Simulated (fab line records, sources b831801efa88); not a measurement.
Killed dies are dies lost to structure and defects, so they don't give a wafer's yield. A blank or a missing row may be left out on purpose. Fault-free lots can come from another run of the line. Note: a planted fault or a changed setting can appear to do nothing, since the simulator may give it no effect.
fab line records    flow sky130
[record] lots = 24  wafers = 72  last-day = 50
route steps=708 shown SD_P@327 SD_N@349 METAL4@630 VIA4@651
lots untouched by any fault: they come from a run of this same line in which no faults occurred
start-h: hours from the record's first day to the start of the lot's first wafer shown    wait-h: hours elapsed since this lot's preceding step    " unchanged from the row above    L1.1+2: a row that stands for several wafers    - no value, or no start given    * or withheld: withheld    < > ~ a bound
route shown NAME@n: NAME is a module with steps in the file, n the number in the route of the first one    usual: mean and standard deviation over wafers with no fault    same: alike in all rows    chamber/n: place in a boat    sites: per-site readings    _std_site: the values' standard deviation    _edge_site: outer sites' mean less inner sites'    radius-mm: for every site, how far away it sits from the centre of the wafer    mask NAME#n: copy n    behind: tool/chamber where the wafer was last shaped    hold: why the lot went on hold/how many hours it stayed there/how the hold came to an end    device: transistor that didn't switch, given as n, p or np    end of line: the same wafers' tests at the end of the route    where a step has no rows: the recipe by itself    killed: at the first sort, the dies lost to defects and structure; wafer yield is something else    map: per-die view of a wafer (x killed, . not killed, _ where there is no die)
set.NAME: the setting the step ran with; set.NAME@STEP: the setting that earlier step ran with    model.NAME: the simulator's own value behind a step, which no gauge read
route steps across a sampled set of lots; one table per step, one row per wafer
services: a tool's chamber out of use, with start hour (start-h, from the record's first day; less than 0 if before it), hours out, and reason
[[steps]]
[step SKY_SD_P_CD_MEAS_07]
[recipe] target-cd-nm = 380
[usual] cd-nm = 380.1/2.3
lot.wafer  tool       chamber  start-h  wait-h  cd-nm
L075.2     cd-sem-01  -        582.68   0.1     379.6
L075.3     "          -        "        "       378.3
L075.6     "          -        "        "       377.5
L074.1     cd-sem-02  -        582.84   0.1     381.5
L074.5     "          -        "        "       379.5
L074.6     "          -        "        "       380.6
L076.1     cd-sem-01  -        626.91   0.1     378.4
L076.4     "          -        "        "       377.8
L076.5     "          -        "        "       379.6
L077.1     cd-sem-02  -        628.15   0.1     381.8
L077.2     "          -        "        "       381.1
L077.4     "          -        "        "       381.2
L078.1     cd-sem-02  -        711.90   0.1     379.9
L078.2     "          -        "        "       377.1
L078.4     "          -        "        "       376.6
L079.1     cd-sem-02  -        714.09   0.1     379.2
L079.2     "          -        "        "       380.1
L079.6     "          -        "        "       378.7
L080.2     cd-sem-01  -        715.47   0.1     382.2
L080.3     "          -        "        "       381.4
L080.4     "          -        "        "       380.6
L083.1     cd-sem-01  -        716.05   0.1     382.2
L083.4     "          -        "        "       384.3
L083.5     "          -        "        "       382.1
L085.3     cd-sem-02  -        716.39   0.1     377.1
L085.4     "          -        "        "       377.9
L085.6     "          -        "        "       379.3
L081.1     cd-sem-01  -        716.41   0.1     383.9
L081.3     "          -        "        "       382.6
L081.4     "          -        "        "       381.8
L084.2     cd-sem-02  -        717.62   0.1     378.9
L084.3     "          -        "        "       379.4
L084.4     "          -        "        "       380.5
L082.1     cd-sem-02  -        718.25   0.1     380.8
L082.4     "          -        "        "       384.6
L082.5     "          -        "        "       382.7
L086.1     cd-sem-02  -        721.04   0.1     376.2
L086.3     "          -        "        "       377.1
L086.4     "          -        "        "       376.0
L088.3     cd-sem-02  -        725.49   0.1     380.7
L088.4     "          -        "        "       378.2
L088.6     "          -        "        "       379.9
L087.1     cd-sem-01  -        726.54   0.1     380.5
L087.3     "          -        "        "       378.1
L087.4     "          -        "        "       380.0
L089.1     cd-sem-01  -        726.84   0.1     382.7
L089.2     "          -        "        "       383.2
L089.5     "          -        "        "       382.7
L090.1     cd-sem-02  -        727.14   0.1     377.9
L090.4     "          -        "        "       378.8
L090.5     "          -        "        "       377.7
L091.1     cd-sem-01  -        728.10   0.1     378.4
L091.2     "          -        "        "       379.7
L091.4     "          -        "        "       378.2
L092.1     cd-sem-02  -        731.06   0.1     379.8
L092.3     "          -        "        "       380.8
L092.4     "          -        "        "       381.0
L093.2     cd-sem-01  -        739.43   0.1     377.2
L093.5     "          -        "        "       376.0
L093.6     "          -        "        "       377.5
L094.1     cd-sem-02  -        742.15   0.1     382.4
L094.3     "          -        "        "       380.9
L094.6     "          -        "        "       381.0
L095.1     cd-sem-01  -        745.71   0.1     380.4
L095.4     "          -        "        "       381.6
L095.5     "          -        "        "       378.5
L096.2     cd-sem-02  -        753.72   0.1     383.6
L096.4     "          -        "        "       381.6
L096.5     "          -        "        "       381.3
L097.3     cd-sem-01  -        766.29   0.1     380.9
L097.4     "          -        "        "       385.4
L097.6     "          -        "        "       381.3
[step SKY_SD_N_CD_MEAS_07]
[recipe] target-cd-nm = 380
[usual] cd-nm = 379.8/2.3
lot.wafer  tool       chamber  start-h  wait-h  cd-nm
L075.2     cd-sem-01  -        640.27   0.1     382.0
L075.3     "          -        "        "       383.1
L075.6     "          -        "        "       381.3
L074.1     cd-sem-01  -        641.29   0.1     378.6
L074.5     "          -        "        "       380.9
L074.6     "          -        "        "       379.1
L076.1     cd-sem-02  -        683.35   0.1     379.4
L076.4     "          -        "        "       381.3
L076.5     "          -        "        "       381.0
L077.1     cd-sem-01  -        684.79   0.1     379.3
L077.2     "          -        "        "       382.0
L077.4     "          -        "        "       379.5
L078.1     cd-sem-02  -        766.89   0.1     383.0
L078.2     "          -        "        "       380.6
L078.4     "          -        "        "       383.0
L079.1     cd-sem-02  -        769.25   0.1     382.7
L079.2     "          -        "        "       384.0
L079.6     "          -        "        "       383.2
L080.2     cd-sem-02  -        770.22   0.1     376.8
L080.3     "          -        "        "       378.7
L080.4     "          -        "        "       379.5
L083.1     cd-sem-02  -        771.54   0.1     380.3
L083.4     "          -        "        "       379.1
L083.5     "          -        "        "       378.5
L085.3     cd-sem-02  -        771.79   0.1     380.3
L085.4     "          -        "        "       383.9
L085.6     "          -        "        "       380.9
L081.1     cd-sem-02  -        772.07   0.2     380.5
L081.3     "          -        "        "       381.1
L081.4     "          -        "        "       378.0
L084.2     cd-sem-01  -        773.78   0.3     381.2
L084.3     "          -        "        "       379.3
L084.4     "          -        "        "       379.4
L082.1     cd-sem-01  -        774.04   0.1     380.5
L082.4     "          -        "        "       378.3
L082.5     "          -        "        "       378.8
L086.1     cd-sem-02  -        775.20   0.1     376.4
L086.3     "          -        "        "       377.7
L086.4     "          -        "        "       376.3
L088.3     cd-sem-01  -        779.84   0.1     378.9
L088.4     "          -        "        "       378.7
L088.6     "          -        "        "       378.8
L087.1     cd-sem-02  -        780.59   0.1     378.3
L087.3     "          -        "        "       379.3
L087.4     "          -        "        "       379.8
L089.1     cd-sem-01  -        780.85   0.1     379.2
L089.2     "          -        "        "       381.0
L089.5     "          -        "        "       380.1
L090.1     cd-sem-02  -        782.55   0.1     381.1
L090.4     "          -        "        "       384.5
L090.5     "          -        "        "       383.5
L091.1     cd-sem-01  -        782.74   0.1     376.0
L091.2     "          -        "        "       378.5
L091.4     "          -        "        "       374.6
L092.1     cd-sem-01  -        784.55   0.1     377.6
L092.3     "          -        "        "       375.5
L092.4     "          -        "        "       372.3
L093.2     cd-sem-01  -        792.77   0.1     381.2
L093.5     "          -        "        "       381.0
L093.6     "          -        "        "       380.6
L094.1     cd-sem-01  -        796.19   0.1     380.0
L094.3     "          -        "        "       382.6
L094.6     "          -        "        "       381.2
L095.1     cd-sem-01  -        799.65   0.1     383.8
L095.4     "          -        "        "       381.9
L095.5     "          -        "        "       380.8
L096.2     cd-sem-01  -        807.07   0.1     380.2
L096.4     "          -        "        "       377.7
L096.5     "          -        "        "       380.0
L097.3     cd-sem-01  -        820.18   0.1     379.0
L097.4     "          -        "        "       377.9
L097.6     "          -        "        "       378.3
[step SKY_SD_N_OVL_MEAS_08]
[usual] SD_N_OVL = -0.1/1.2
lot.wafer  tool        chamber  start-h  wait-h  SD_N_OVL[nm]
L075.2     overlay-02  -        640.38   0.1     1.1
L075.3     "           -        "        "       -0.8
L075.6     "           -        "        "       0.6
L074.1     overlay-02  -        641.41   0.1     0.9
L074.5     "           -        "        "       0.9
L074.6     "           -        "        "       0.6
L076.1     overlay-02  -        683.47   0.1     -1.2
L076.4     "           -        "        "       0.9
L076.5     "           -        "        "       0.4
L077.1     overlay-02  -        684.91   0.1     1.1
L077.2     "           -        "        "       1.2
L077.4     "           -        "        "       1.8
L078.1     overlay-02  -        767.01   0.1     -1.8
L078.2     "           -        "        "       -0.6
L078.4     "           -        "        "       -0.2
L079.1     overlay-02  -        769.37   0.1     -0.9
L079.2     "           -        "        "       0.8
L079.6     "           -        "        "       0.0
L080.2     overlay-02  -        770.33   0.1     1.4
L080.3     "           -        "        "       -0.5
L080.4     "           -        "        "       0.5
L083.1     overlay-02  -        771.66   0.1     0.4
L083.4     "           -        "        "       -0.3
L083.5     "           -        "        "       1.2
L085.3     overlay-02  -        771.88   0.1     1.4
L085.4     "           -        "        "       2.1
L085.6     "           -        "        "       1.4
L081.1     overlay-02  -        772.19   0.1     0.8
L081.3     "           -        "        "       1.3
L081.4     "           -        "        "       -0.2
L084.2     overlay-02  -        773.88   0.1     -0.9
L084.3     "           -        "        "       -0.5
L084.4     "           -        "        "       -1.1
L082.1     overlay-01  -        774.16   0.1     -0.7
L082.4     "           -        "        "       -1.9
L082.5     "           -        "        "       -1.4
L086.1     overlay-02  -        775.32   0.1     1.0
L086.3     "           -        "        "       1.3
L086.4     "           -        "        "       0.2
L088.3     overlay-01  -        779.94   0.1     0.5
L088.4     "           -        "        "       0.8
L088.6     "           -        "        "       1.2
L087.1     overlay-01  -        780.71   0.1     -2.0
L087.3     "           -        "        "       -1.1
L087.4     "           -        "        "       -1.5
L089.1     overlay-01  -        780.97   0.1     0.3
L089.2     "           -        "        "       0.2
L089.5     "           -        "        "       0.2
L090.1     overlay-02  -        782.67   0.1     1.1
L090.4     "           -        "        "       1.9
L090.5     "           -        "        "       0.0
L091.1     overlay-01  -        782.86   0.1     -1.1
L091.2     "           -        "        "       -0.3
L091.4     "           -        "        "       -0.6
L092.1     overlay-02  -        784.67   0.1     0.0
L092.3     "           -        "        "       -0.9
L092.4     "           -        "        "       -0.1
L093.2     overlay-01  -        792.88   0.1     -0.1
L093.5     "           -        "        "       0.5
L093.6     "           -        "        "       -0.2
L094.1     overlay-01  -        796.31   0.1     -2.8
L094.3     "           -        "        "       -2.8
L094.6     "           -        "        "       -1.3
L095.1     overlay-02  -        799.77   0.1     0.5
L095.4     "           -        "        "       -0.6
L095.5     "           -        "        "       0.6
L096.2     overlay-01  -        807.18   0.1     -1.2
L096.4     "           -        "        "       -2.7
L096.5     "           -        "        "       -1.8
L097.3     overlay-02  -        820.27   0.1     0.1
L097.4     "           -        "        "       -1.2
L097.6     "           -        "        "       -0.4
[step SKY_METAL4_OVL_MEAS_14]
[usual] METAL4_OVL = 6/4.8
lot.wafer  tool        chamber  start-h  wait-h  METAL4_OVL[nm]
L075.2     overlay-02  -        970.63   0.1     7
L075.3     "           -        "        "       10
L075.6     "           -        "        "       9
L074.1     overlay-02  -        972.87   0.1     16
L074.5     "           -        "        "       10
L074.6     "           -        "        "       16
L076.1     overlay-01  -        1007.43  0.1     6
L076.4     "           -        "        "       -1
L076.5     "           -        "        "       9
L077.1     overlay-02  -        1010.11  0.1     2
L077.2     "           -        "        "       -2
L077.4     "           -        "        "       -2
L078.1     overlay-01  -        1077.62  0.1     11
L078.2     "           -        "        "       10
L078.4     "           -        "        "       12
L080.2     overlay-01  -        1078.93  0.1     10
L080.3     "           -        "        "       3
L080.4     "           -        "        "       8
L079.1     overlay-02  -        1079.85  0.1     15
L079.2     "           -        "        "       6
L079.6     "           -        "        "       13
L083.1     overlay-01  -        1080.32  0.1     5
L083.4     "           -        "        "       2
L083.5     "           -        "        "       5
L081.1     overlay-01  -        1080.85  0.1     10
L081.3     "           -        "        "       7
L081.4     "           -        "        "       5
L085.3     overlay-02  -        1081.14  0.1     -3
L085.4     "           -        "        "       1
L085.6     "           -        "        "       3
L084.2     overlay-01  -        1081.33  0.1     5
L084.3     "           -        "        "       8
L084.4     "           -        "        "       9
L082.1     overlay-02  -        1082.10  0.1     0
L082.4     "           -        "        "       6
L082.5     "           -        "        "       10
L086.1     overlay-01  -        1083.22  0.1     8
L086.3     "           -        "        "       8
L086.4     "           -        "        "       7
L088.3     overlay-02  -        1084.48  0.1     11
L088.4     "           -        "        "       9
L088.6     "           -        "        "       9
L087.1     overlay-01  -        1085.70  0.1     -1
L087.3     "           -        "        "       9
L087.4     "           -        "        "       8
L090.1     overlay-02  -        1086.57  0.1     0
L090.4     "           -        "        "       3
L090.5     "           -        "        "       3
L091.1     overlay-01  -        1087.76  0.1     6
L091.2     "           -        "        "       1
L091.4     "           -        "        "       7
L089.1     overlay-01  -        1088.93  0.1     7
L089.2     "           -        "        "       16
L089.5     "           -        "        "       14
L092.1     overlay-01  -        1089.51  0.1     3
L092.3     "           -        "        "       -4
L092.4     "           -        "        "       2
L093.2     overlay-02  -        1094.72  0.1     6
L093.5     "           -        "        "       10
L093.6     "           -        "        "       7
L094.1     overlay-02  -        1096.36  0.1     11
L094.3     "           -        "        "       6
L094.6     "           -        "        "       11
L095.1     overlay-02  -        1098.21  0.1     5
L095.4     "           -        "        "       11
L095.5     "           -        "        "       15
L096.2     overlay-01  -        1106.13  0.1     5
L096.4     "           -        "        "       9
L096.5     "           -        "        "       6
L097.3     overlay-02  -        1118.74  0.1     4
L097.4     "           -        "        "       2
L097.6     "           -        "        "       7
[step SKY_VIA4_ETCH_12]
[recipe] target = SiO2  chemistry = C4F8/O2/Ar  stop-on = TiN  mask-material = NOVOLAK  source-w = 1500  bias-w = 1200  pressure-mtorr = 40  c4f8-flow-sccm = withheld  O2_flow_sccm = 6  Ar_flow_sccm = 300  time-s = withheld  target-depth-a = 5800
[usual] chamber-pressure-mTorr = 40.00/0.038  oes-product-au = 0.926/0.0045
lot.wafer  tool         chamber  start-h  wait-h  chamber-pressure-mTorr  oes-product-au
L075.2     rie-diel-04  3        994.19   0.0     39.99                   0.930
L075.3     "            0        "        "       39.97                   0.921
L075.6     "            3        "        "       39.99                   0.928
L074.1     rie-diel-03  0        996.74   0.0     40.01                   0.928
L074.5     "            2        "        "       39.95                   0.924
L074.6     "            1        "        "       40.03                   0.931
L076.1     rie-diel-01  3        1031.35  0.0     40.04                   0.927
L076.4     "            3        "        "       40.00                   0.918
L076.5     "            1        "        "       40.01                   0.923
L077.1     rie-diel-01  0        1035.50  0.0     39.98                   0.922
L077.2     "            1        "        "       40.04                   0.930
L077.4     "            3        "        "       40.09                   0.928
L078.1     rie-diel-04  2        1099.55  0.0     40.03                   0.929
L078.2     "            0        "        "       39.98                   0.925
L078.4     "            0        "        "       40.04                   0.916
L080.2     rie-diel-01  1        1100.79  0.0     39.98                   0.922
L080.3     "            0        "        "       39.92                   0.917
L080.4     "            2        "        "       40.01                   0.929
L079.1     rie-diel-03  3        1101.44  0.0     40.00                   0.925
L079.2     "            1        "        "       39.94                   0.923
L079.6     "            3        "        "       39.94                   0.929
L083.1     rie-diel-01  3        1101.60  0.0     40.03                   0.923
L083.4     "            2        "        "       39.99                   0.931
L083.5     "            0        "        "       39.95                   0.918
L081.1     rie-diel-03  0        1102.34  0.0     39.95                   0.923
L081.3     "            3        "        "       40.12                   0.918
L081.4     "            0        "        "       39.95                   0.922
L084.2     rie-diel-01  1        1102.64  0.0     40.06                   0.922
L084.3     "            0        "        "       40.02                   0.925
L084.4     "            3        "        "       39.98                   0.933
L085.3     rie-diel-03  3        1102.94  0.0     39.98                   0.921
L085.4     "            3        "        "       40.02                   0.925
L085.6     "            0        "        "       39.97                   0.929
L082.1     rie-diel-01  2        1103.69  0.0     40.04                   0.927
L082.4     "            1        "        "       40.04                   0.928
L082.5     "            1        "        "       40.00                   0.924
L086.1     rie-diel-03  1        1104.79  0.0     40.01                   0.928
L086.3     "            0        "        "       39.97                   0.927
L086.4     "            1        "        "       40.03                   0.922
L088.3     rie-diel-03  0        1106.54  0.0     40.04                   0.928
L088.4     "            1        "        "       39.97                   0.927
L088.6     "            3        "        "       39.98                   0.924
L087.1     rie-diel-04  0        1107.60  0.0     40.05                   0.926
L087.3     "            2        "        "       39.95                   0.925
L087.4     "            2        "        "       40.04                   0.923
L090.1     rie-diel-01  2        1107.74  0.0     39.98                   0.931
L090.4     "            1        "        "       40.00                   0.929
L090.5     "            3        "        "       40.05                   0.930
L091.1     rie-diel-01  2        1109.19  0.0     40.00                   0.928
L091.2     "            3        "        "       39.94                   0.928
L091.4     "            0        "        "       40.04                   0.923
L089.1     rie-diel-03  2        1110.74  0.0     40.05                   0.931
L089.2     "            1        "        "       40.00                   0.934
L089.5     "            2        "        "       39.99                   0.930
L092.1     rie-diel-04  0        1110.99  0.0     39.97                   0.928
L092.3     "            2        "        "       40.08                   0.934
L092.4     "            2        "        "       40.04                   0.930
L093.2     rie-diel-03  3        1116.54  0.0     40.02                   0.927
L093.5     "            0        "        "       39.95                   0.916
L093.6     "            3        "        "       40.07                   0.927
L094.1     rie-diel-04  3        1117.45  0.0     39.98                   0.918
L094.3     "            0        "        "       39.93                   0.927
L094.6     "            1        "        "       39.98                   0.924
L095.1     rie-diel-01  1        1119.84  0.0     40.05                   0.931
L095.4     "            2        "        "       40.05                   0.934
L095.5     "            0        "        "       40.01                   0.928
L096.2     rie-diel-01  0        1126.75  0.0     39.99                   0.923
L096.4     "            2        "        "       39.97                   0.923
L096.5     "            0        "        "       40.03                   0.920
L097.3     rie-diel-04  0        1140.34  0.0     39.99                   0.925
L097.4     "            1        "        "       40.01                   0.922
L097.6     "            3        "        "       40.00                   0.932
[step SKY_VIA4_STRIP_13]
[recipe] chemistry = O2/N2  power-w = 1400  pressure-mtorr = 1500  platen-temp-c = withheld  o2-flow-sccm = 3000  n2-flow-sccm = 300  overash-fraction = 0.5
[usual] chamber-pressure-mTorr = 1500.3/1.4  drypump-motor-current-A = 5.8/0.64  oes-product-au = 0.709/0.0045  strip-time-to-endpoint-s = 12.802/0.03
lot.wafer  tool             chamber  start-h  wait-h  chamber-pressure-mTorr  drypump-motor-current-A  oes-product-au  rf-hours-counter-h  strip-time-to-endpoint-s
L075.2     plasma-asher-03  0        994.26   -       1499.2                  5.8                      0.714           59                  12.753
L075.3     "                1        "        "       1501.0                  4.9                      0.710           -                   12.770
L075.6     "                1        "        "       1500.4                  4.9                      0.705           -                   12.779
L074.1     plasma-asher-02  0        996.81   -       1500.8                  6.8                      0.716           123                 12.814
L074.5     "                0        "        "       1497.1                  6.8                      0.709           -                   12.785
L074.6     "                1        "        "       1500.4                  5.3                      0.699           -                   12.788
L076.1     plasma-asher-01  1        1031.42  -       1501.1                  5.6                      0.707           81                  12.850
L076.4     "                0        "        "       1499.5                  5.3                      0.712           -                   12.865
L076.5     "                0        "        "       1499.4                  5.3                      0.716           -                   12.825
L077.1     plasma-asher-02  0        1035.57  -       1498.8                  6.7                      0.719           126                 12.787
L077.2     "                1        "        "       1498.6                  5.3                      0.718           126                 12.793
L077.4     "                1        "        "       1499.6                  5.3                      0.704           -                   12.821
L078.1     plasma-asher-02  0        1099.62  -       1500.3                  6.7                      0.704           3                   12.769
L078.2     "                1        "        "       1499.2                  5.3                      0.711           3                   12.805
L078.4     "                1        "        "       1498.4                  5.4                      0.713           -                   12.827
L080.2     plasma-asher-01  0        1100.86  -       1499.1                  5.3                      0.708           87                  12.879
L080.3     "                1        "        "       1498.6                  5.6                      0.708           -                   12.803
L080.4     "                0        "        "       1502.9                  5.3                      0.711           -                   12.773
L079.1     plasma-asher-03  1        1101.51  -       1499.1                  4.9                      0.708           69                  12.753
L079.2     "                0        "        "       1499.2                  5.8                      0.708           69                  12.824
L079.6     "                1        "        "       1499.4                  4.9                      0.703           -                   12.792
L083.1     plasma-asher-02  0        1101.67  -       1499.9                  6.8                      0.703           4                   12.795
L083.4     "                0        "        "       1499.9                  6.7                      0.707           -                   12.774
L083.5     "                1        "        "       1499.3                  5.3                      0.705           -                   12.768
L081.1     plasma-asher-01  0        1102.41  -       1498.5                  5.3                      0.713           88                  12.826
L081.3     "                1        "        "       1499.8                  5.6                      0.706           -                   12.780
L081.4     "                0        "        "       1500.2                  5.3                      0.710           -                   12.770
L084.2     plasma-asher-02  1        1102.71  -       1500.5                  5.3                      0.713           4                   12.792
L084.3     "                1        "        "       1499.9                  5.4                      0.706           -                   12.834
L084.4     "                0        "        "       1500.0                  6.8                      0.712           -                   12.849
L085.3     plasma-asher-03  0        1103.04  -       1502.9                  5.8                      0.710           -                   12.808
L085.4     "                1        "        "       1499.8                  5.0                      0.710           -                   12.791
L085.6     "                0        "        "       1501.3                  5.8                      0.711           -                   12.847
L082.1     plasma-asher-02  1        1103.77  -       1499.4                  5.4                      0.706           4                   12.744
L082.4     "                0        "        "       1498.5                  6.7                      0.708           -                   12.825
L082.5     "                0        "        "       1501.8                  6.7                      0.707           -                   12.758
L086.1     plasma-asher-02  1        1104.87  -       1499.0                  5.4                      0.702           4                   12.780
L086.3     "                1        "        "       1497.5                  5.3                      0.705           -                   12.811
L086.4     "                0        "        "       1502.2                  6.8                      0.705           -                   12.769
L088.3     plasma-asher-02  0        1106.65  -       1500.9                  6.8                      0.710           -                   12.817
L088.4     "                1        "        "       1498.6                  5.3                      0.711           -                   12.754
L088.6     "                1        "        "       1500.9                  5.3                      0.710           -                   12.764
L087.1     plasma-asher-02  0        1107.67  -       1499.6                  6.7                      0.703           4                   12.825
L087.3     "                1        "        "       1500.9                  5.3                      0.715           -                   12.787
L087.4     "                0        "        "       1501.2                  6.8                      0.701           -                   12.813
L090.1     plasma-asher-03  1        1107.81  -       1498.1                  5.0                      0.703           70                  12.782
L090.4     "                1        "        "       1502.0                  4.9                      0.716           -                   12.794
L090.5     "                1        "        "       1500.9                  5.0                      0.706           -                   12.820
L091.1     plasma-asher-02  1        1109.27  -       1502.5                  5.4                      0.709           4                   12.790
L091.2     "                0        "        "       1499.8                  6.7                      0.716           4                   12.826
L091.4     "                0        "        "       1500.5                  6.8                      0.713           -                   12.718
L089.1     plasma-asher-01  1        1110.82  -       1498.3                  5.6                      0.715           88                  12.820
L089.2     "                0        "        "       1500.0                  5.3                      0.725           88                  12.802
L089.5     "                1        "        "       1501.3                  5.6                      0.714           -                   12.784
L092.1     plasma-asher-02  1        1111.06  -       1498.8                  5.3                      0.711           5                   12.832
L092.3     "                1        "        "       1499.5                  5.3                      0.711           -                   12.829
L092.4     "                0        "        "       1499.1                  6.7                      0.709           -                   12.766
L093.2     plasma-asher-03  0        1116.62  -       1502.4                  5.8                      0.709           71                  12.810
L093.5     "                1        "        "       1500.7                  4.9                      0.710           -                   12.844
L093.6     "                0        "        "       1500.7                  5.8                      0.709           -                   12.813
L094.1     plasma-asher-01  0        1117.52  -       1498.8                  5.3                      0.713           89                  12.808
L094.3     "                0        "        "       1499.7                  5.3                      0.704           -                   12.775
L094.6     "                0        "        "       1498.9                  5.3                      0.710           -                   12.854
L095.1     plasma-asher-02  1        1119.91  -       1498.8                  5.3                      0.706           6                   12.820
L095.4     "                1        "        "       1499.6                  5.3                      0.707           -                   12.822
L095.5     "                1        "        "       1498.0                  5.3                      0.710           -                   12.772
L096.2     plasma-asher-02  1        1126.82  -       1500.1                  5.3                      0.710           6                   12.801
L096.4     "                1        "        "       1500.5                  5.4                      0.712           -                   12.717
L096.5     "                1        "        "       1502.2                  5.3                      0.710           -                   12.787
L097.3     plasma-asher-01  0        1140.44  -       1501.7                  5.3                      0.703           -                   12.825
L097.4     "                1        "        "       1498.5                  5.6                      0.713           -                   12.829
L097.6     "                1        "        "       1499.4                  5.6                      0.708           -                   12.782
[[services]]
tool             chamber  start-h  hours  kind
rie-diel-01      -        974.13   1.5    repair
plasma-asher-01  -        978.56   2.8    pm
plasma-asher-03  -        980.89   3.3    repair
rie-diel-03      2        988.33   1.7    repair
rie-diel-03      0        997.76   4.1    repair
rie-diel-04      2        998.49   7.2    repair
rie-diel-01      2        1021.52  14.5   repair
rie-diel-04      2        1030.46  1.3    repair
rie-diel-04      2        1053.20  5.6    repair
plasma-asher-02  -        1055.25  9.0    pm
plasma-asher-02  0        1055.25  9.0    vent-cycle
plasma-asher-02  1        1055.25  9.0    vent-cycle
plasma-asher-02  0        1064.25  -      clean
plasma-asher-02  1        1064.25  -      clean
rie-diel-03      2        1093.71  -      clean
rie-diel-03      2        1093.71  15.5   scheduled-down
rie-diel-03      2        1093.71  15.5   vent-cycle
rie-diel-04      1        1098.69  2.5    repair
plasma-asher-01  -        1104.97  3.2    repair
rie-diel-04      1        1105.97  5.7    repair
plasma-asher-01  -        1128.05  3.1    repair
rie-diel-03      2        1139.28  2.4    repair
[[key]]
fault none
